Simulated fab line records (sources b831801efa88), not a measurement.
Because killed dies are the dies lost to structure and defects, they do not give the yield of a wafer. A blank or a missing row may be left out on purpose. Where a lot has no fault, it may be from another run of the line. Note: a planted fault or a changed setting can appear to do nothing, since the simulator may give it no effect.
Which tool did it? ; flow gf180mcu ; 15 lots with 45 wafers sampled at 4 steps, on a route of 602 steps

== WHAT THE GAUGES READ, wafer by wafer ==
GF_PSD_TW_MEAS_11. Usual: PSD_TW 3194, standard deviation 39.
lot;measured;on;PSD_TW;flag
L961;day 14 13:01;film-metro-01;3162 3174 3176;
L962;day 14 18:19;film-metro-01;3168 3159 3175;
L964;day 15 16:22;film-metro-01;3167 3176 3160;
L965;day 15 21:37;film-metro-03;3199 3181 3184;
L966;day 16 08:56;film-metro-01;3172 3161 3153;
L967;day 16 19:12;film-metro-01;3159 3161 3164;
L968;day 16 22:14;film-metro-04;3247 3237 3254;
L972;day 18 08:44;film-metro-04;3233 3250 3253;
L973;day 18 19:32;film-metro-01;3155 3157 3153;
L974;day 19 01:09;film-metro-01;3163 3177 3165;
L975;day 19 16:07;film-metro-04;3252 3239 3242;
L976;day 19 19:01;film-metro-01;3161 3167 3146;
L977;day 20 01:59;film-metro-04;3246 3238 3240;
L978;day 20 10:50;film-metro-01;3166 3169 3164;
L979;day 20 21:27;film-metro-04;3247 3233 3244;

GF_M1_RS_MEAS_05: measures by four-point-probe. Usual: M1_ALCU_RS 0.0696 ohm/sq, standard deviation 0.00063.
lot;measured;on;M1_ALCU_RS (ohm/sq);flag
L961;day 16 11:17;film-metro-04;0.0687 0.0692 0.0684;
L962;day 16 16:01;film-metro-01;0.0706 0.0697 0.0700;
L964;day 17 16:03;film-metro-04;0.0704 0.0700 0.0708;
L965;day 17 20:19;film-metro-01;0.0697 0.0692 0.0698;
L966;day 18 08:49;film-metro-01;0.0699 0.0700 0.0709;
L967;day 18 20:11;film-metro-01;0.0700 0.0697 0.0691;
L968;day 19 01:28;film-metro-04;0.0697 0.0698 0.0710;
L972;day 20 12:04;film-metro-04;0.0695 0.0693 0.0694;
L973;day 20 23:07;film-metro-04;0.0691 0.0694 0.0687;
L977;day 22 04:38;film-metro-01;0.0699 0.0695 0.0686;
L978;day 22 13:51;film-metro-01;0.0691 0.0689 0.0697;
L979;day 22 23:52;film-metro-01;0.0698 0.0696 0.0693;

== WHICH TOOL RAN EACH LOT (tool, then ch and the chambers of the sampled wafers, then the start) ==
lot;GF_SALICIDE_WET_ETCH_01;GF_CONTACT_SPUTTER_22
L961;wet-bench-01 ch 1, day 15 11:47;pvd-sputter-02, day 16 10:23
L962;wet-bench-01 ch 3, day 15 16:24;pvd-sputter-02, day 16 15:07
L964;wet-bench-04 ch 2, day 16 14:37;pvd-sputter-04, day 17 15:08
L965;wet-bench-01 ch 3, day 16 19:38;pvd-sputter-02, day 17 19:23
L966;wet-bench-04 ch 1, day 17 07:10;pvd-sputter-02, day 18 07:53
L967;wet-bench-04 ch 0, day 17 18:13;pvd-sputter-02, day 18 19:14
L968;wet-bench-04 ch 2, day 17 21:26;pvd-sputter-02, day 19 00:32
L972;wet-bench-01 ch 0, day 19 09:13;pvd-sputter-01, day 20 11:08
L973;wet-bench-01 ch 0, day 19 20:07;pvd-sputter-01, day 20 22:12
L974;wet-bench-03 ch 1, day 20 02:41;-
L975;wet-bench-01 ch 3, day 20 17:03;-
L976;wet-bench-01 ch 3, day 20 19:24;-
L977;wet-bench-03 ch 3, day 21 02:09;pvd-sputter-01, day 22 03:44
L978;wet-bench-04 ch 0, day 21 12:01;pvd-sputter-02, day 22 12:54
L979;wet-bench-04 ch 2, day 21 21:38;pvd-sputter-04, day 22 22:46
- GF_SALICIDE_WET_ETCH_01: etches SiO2 in dHF, target depth 5 nm, time 100 s.
- GF_CONTACT_SPUTTER_22: material Ti, target thk 15 nm, time 80.02 s.

== AS READ BY THE TOOLS THEMSELVES (means over the sampled wafers that have a number; for cases with no such wafer, the mark the record gives instead) ==
GF_SALICIDE_WET_ETCH_01. Usual: bath-heat-duty-pct 6.2 %, standard deviation 0.79; run-length-s 128 s, standard deviation 4.2.
lot;tool;bath-heat-duty-pct (%);run-length-s (s);flag
L961;wet-bench-01;6.6;124;
L962;wet-bench-01;6.4;125;
L964;wet-bench-04;5.4;123;
L965;wet-bench-01;6.4;125;
L966;wet-bench-04;6.3;133;
L967;wet-bench-04;6.2;126;
L968;wet-bench-04;5.7;124;
L972;wet-bench-01;6.1;126;
L973;wet-bench-01;6.1;125;
L974;wet-bench-03;-;-;OFF
L975;wet-bench-01;-;-;OFF
L976;wet-bench-01;-;-;OFF
L977;wet-bench-03;5.5;125;
L978;wet-bench-04;6.3;134;
L979;wet-bench-04;5.6;131;

GF_CONTACT_SPUTTER_22. Usual: throttle-valve-pct reads 29.4 % (standard deviation 0.85).
lot;tool;throttle-valve-pct (%);flag
L961;pvd-sputter-02;29.2;
L962;pvd-sputter-02;28.9;
L964;pvd-sputter-04;30.0;
L965;pvd-sputter-02;28.9;
L966;pvd-sputter-02;29.5;
L967;pvd-sputter-02;28.9;
L968;pvd-sputter-02;29.2;
L972;pvd-sputter-01;30.6;
L973;pvd-sputter-01;29.8;
L977;pvd-sputter-01;30.5;
L978;pvd-sputter-02;28.9;
L979;pvd-sputter-04;29.7;

== THE ANSWER, worked out from the rows above alone ==
Rule: a lot counts as off when the mean over its wafers that have a number is more than 3 standard deviations away from the usual mean. A lot without any number at a reading at which 4 lots or more have one is off too. The other lots that the step has rows for count as sound. After the gauges, taken in route order, come the tools' own readings; for these a lot's mean is taken, as printed above. At the first step where some lot is off, the reading lying furthest off is the one used; lots without a number count as furthest.
Off: L974, L975, L976 (GF_SALICIDE_WET_ETCH_01, bath-heat-duty-pct). Without a number there: L974, L975, L976.
If a tool, at that step or one of the process steps before it, ran each lot that is off and ran no sound lot following the first of them, it fits. Not one of the candidates tried fits.

== WHAT WAS PUT IN BY THE SIMULATOR ==
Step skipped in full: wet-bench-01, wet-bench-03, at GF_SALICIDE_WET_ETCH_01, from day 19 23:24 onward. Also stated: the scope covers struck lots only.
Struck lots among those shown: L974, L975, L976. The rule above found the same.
